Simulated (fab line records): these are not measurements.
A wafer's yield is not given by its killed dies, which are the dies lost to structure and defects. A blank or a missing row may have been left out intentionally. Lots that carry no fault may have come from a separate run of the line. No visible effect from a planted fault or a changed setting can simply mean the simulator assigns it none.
Which tool is to blame? + flow gf180mcu + 12 lots, 36 wafers sampled, at 4 steps of a route of 602

## WHAT THE GAUGES SHOWED, per wafer
GF_STI_THK_MEAS_30. Usual: for STI_OXIDATION_02_THK the level is 9.99 nm and the standard deviation is 0.17.
| lot  | measured    | on            | STI_OXIDATION_02_THK (nm) | flag |
|------|-------------|---------------|---------------------------|------|
| L290 | day 2 07:19 | film metro-01 | 9.97 9.89 9.90            |      |
| L291 | day 2 15:31 | film metro-02 | 10.22 9.96 10.09          |      |
| L292 | day 2 21:59 | film metro-01 | 10.18 10.25 10.18         |      |
| L293 | day 2 22:08 | film metro-04 | 10.20 10.01 10.15         |      |
| L295 | day 3 12:20 | film metro-04 | 10.09 9.91 9.98           |      |
| L296 | day 3 15:08 | film metro-04 | 9.77 9.79 10.06           |      |
| L297 | day 3 19:55 | film metro-02 | 10.03 10.01 10.23         |      |
| L299 | day 4 06:55 | film metro-02 | 9.96 10.07 10.02          |      |
| L300 | day 4 10:47 | film metro-02 | 10.34 10.17 10.05         |      |
| L301 | day 4 14:10 | film metro-04 | 10.15 9.99 10.11          |      |
| L302 | day 4 22:12 | film metro-02 | 15.89 16.05 15.97         | OFF  |
| L307 | day 6 00:08 | film metro-04 | 15.80 15.95 15.91         | OFF  |

GF_M1_THK_MEAS_06: measures by xrf. Usual: for M1_ALCU_THK the level is 449 nm and the standard deviation is 5.9.
| lot  | measured     | on            | M1_ALCU_THK (nm) | flag |
|------|--------------|---------------|------------------|------|
| L290 | day 16 03:52 | film metro-01 | 440 440 442      |      |
| L291 | day 16 07:47 | film metro-04 | 449 450 448      |      |
| L292 | day 16 22:06 | film metro-03 | 438 443 445      |      |
| L293 | day 17 01:07 | film metro-04 | 448 450 446      |      |
| L295 | day 18 02:34 | film metro-04 | 446 445 440      |      |
| L296 | day 18 12:56 | film metro-03 | 448 444 449      |      |
| L297 | day 18 19:51 | film metro-03 | 443 441 445      |      |
| L299 | day 19 15:52 | film metro-03 | 449 450 450      |      |
| L300 | day 19 18:02 | film metro-04 | 458 452 457      |      |
| L301 | day 20 02:44 | film metro-03 | 446 446 443      |      |
| L302 | day 20 08:52 | film metro-01 | 449 450 448      |      |
| L307 | day 22 02:46 | film metro-04 | 467 463 464      |      |

## WHAT TOOL EACH LOT RAN ON (gives the tool, then ch and the chambers of the sampled wafers, and finally the start)
| lot  | GF_STI_OXIDATION_29                                           | GF_CONTACT_SPUTTER_22        |
|------|---------------------------------------------------------------|------------------------------|
| L290 | furnace-02 ch 0, day 2 05:54                                  | pvd sputter-03, day 16 02:50 |
| L291 | furnace-02 ch 0, day 2 14:07                                  | pvd sputter-02, day 16 06:46 |
| L292 | furnace-01 ch 0, day 2 20:34                                  | pvd sputter-03, day 16 21:04 |
| L293 | furnace-02 ch 0, day 2 20:44                                  | pvd sputter-03, day 17 00:05 |
| L295 | furnace-02 ch 0, day 3 10:56                                  | pvd sputter-02, day 18 01:31 |
| L296 | furnace-02 ch 0, day 3 13:43                                  | pvd sputter-02, day 18 11:53 |
| L297 | furnace-02 ch 0, day 3 18:31                                  | pvd sputter-02, day 18 18:50 |
| L299 | furnace-02 ch 0, day 4 05:29                                  | pvd sputter-03, day 19 14:51 |
| L300 | furnace-01 ch 0, day 4 09:23                                  | pvd sputter-02, day 19 17:01 |
| L301 | furnace-01 ch 0, day 4 12:46                                  | pvd sputter-03, day 20 01:43 |
| L302 | furnace-01 ch 0, day 4 17:53                                  | pvd sputter-01, day 20 07:49 |
| L307 | furnace-02 ch 0, day 5 20:31 and furnace-01 ch 0, day 5 22:41 | pvd sputter-02, day 22 01:43 |
- GF_STI_OXIDATION_29: stabilise 600 s, purge 300 s, target thk 10 nm.
- GF_CONTACT_SPUTTER_22: material Ti, target thk 15 nm, time 80.02 s.

## WHAT THE TOOLS THEMSELVES READ (means of the sampled wafers that have a number; where no wafer has one, the mark that the record gives instead)
GF_STI_OXIDATION_29. Usual: ox temp c 900.0 C, standard deviation 0.36; tube_center_temp_C_max 902.3, standard deviation 0.42; zone power upper pct 17.9 %, standard deviation 0.51.
| lot  | tool                  | ox temp c (C) | tube_center_temp_C_max | zone power upper pct (%) | flag |
|------|-----------------------|---------------|------------------------|--------------------------|------|
| L290 | furnace-02            | 900.2         | 902.5                  | 17.5                     |      |
| L291 | furnace-02            | 900.0         | 902.6                  | 17.5                     |      |
| L292 | furnace-01            | 900.2         | 902.2                  | 18.5                     |      |
| L293 | furnace-02            | 900.1         | 902.2                  | 17.7                     |      |
| L295 | furnace-02            | 900.0         | 902.3                  | 17.4                     |      |
| L296 | furnace-02            | 899.9         | 902.0                  | 17.5                     |      |
| L297 | furnace-02            | 900.0         | 902.3                  | 17.5                     |      |
| L299 | furnace-02            | 900.4         | 902.6                  | 17.6                     |      |
| L300 | furnace-01            | 899.7         | 902.4                  | 18.5                     |      |
| L301 | furnace-01            | 900.1         | 902.4                  | 18.6                     |      |
| L302 | furnace-01            | 899.8         | 902.2                  | 18.5                     |      |
| L307 | furnace-02/furnace-01 | 900.0         | 902.3                  | 18.1                     |      |

GF_CONTACT_SPUTTER_22. Usual: throttle valve pct 29.9 %, standard deviation 0.76.
| lot  | tool           | throttle valve pct (%) | flag |
|------|----------------|------------------------|------|
| L290 | pvd sputter-03 | 30.1                   |      |
| L291 | pvd sputter-02 | 29.5                   |      |
| L292 | pvd sputter-03 | 30.0                   |      |
| L293 | pvd sputter-03 | 29.5                   |      |
| L295 | pvd sputter-02 | 30.0                   |      |
| L296 | pvd sputter-02 | 30.7                   |      |
| L297 | pvd sputter-02 | 29.8                   |      |
| L299 | pvd sputter-03 | 30.0                   |      |
| L300 | pvd sputter-02 | 30.4                   |      |
| L301 | pvd sputter-03 | 29.8                   |      |
| L302 | pvd sputter-01 | 29.7                   |      |
| L307 | pvd sputter-02 | 29.0                   |      |

## THE ANSWER, worked out from the rows above alone
Rule: take the mean of a lot's wafers that have a number; if it is more than 3 standard deviations from the usual mean, the lot is off. A lot without any number at a reading at which 4 lots or more have one is off too. The other lots that the step has rows for count as sound. First the gauges in route order, then the tools' own readings, where a lot's mean is used as printed above. At the first step where some lot is off, the reading lying furthest off is the one used; lots without a number count as furthest.
Off: L302, L307, seen at GF_STI_THK_MEAS_30 (STI_OXIDATION_02_THK).
If a tool, at a process step before that reading, ran all the lots that are off and no sound lot after the first of them, it fits. Gauges at GF_STI_THK_MEAS_30: tried the same way as those tools. One candidate fits, namely furnace-01 at GF_STI_OXIDATION_29. A fault onset in the window from L301 (day 4 12:46, its last sound lot) to L302 (day 4 17:53, its first lot off) fits.

## WHAT THE SIMULATOR HAD PUT IN
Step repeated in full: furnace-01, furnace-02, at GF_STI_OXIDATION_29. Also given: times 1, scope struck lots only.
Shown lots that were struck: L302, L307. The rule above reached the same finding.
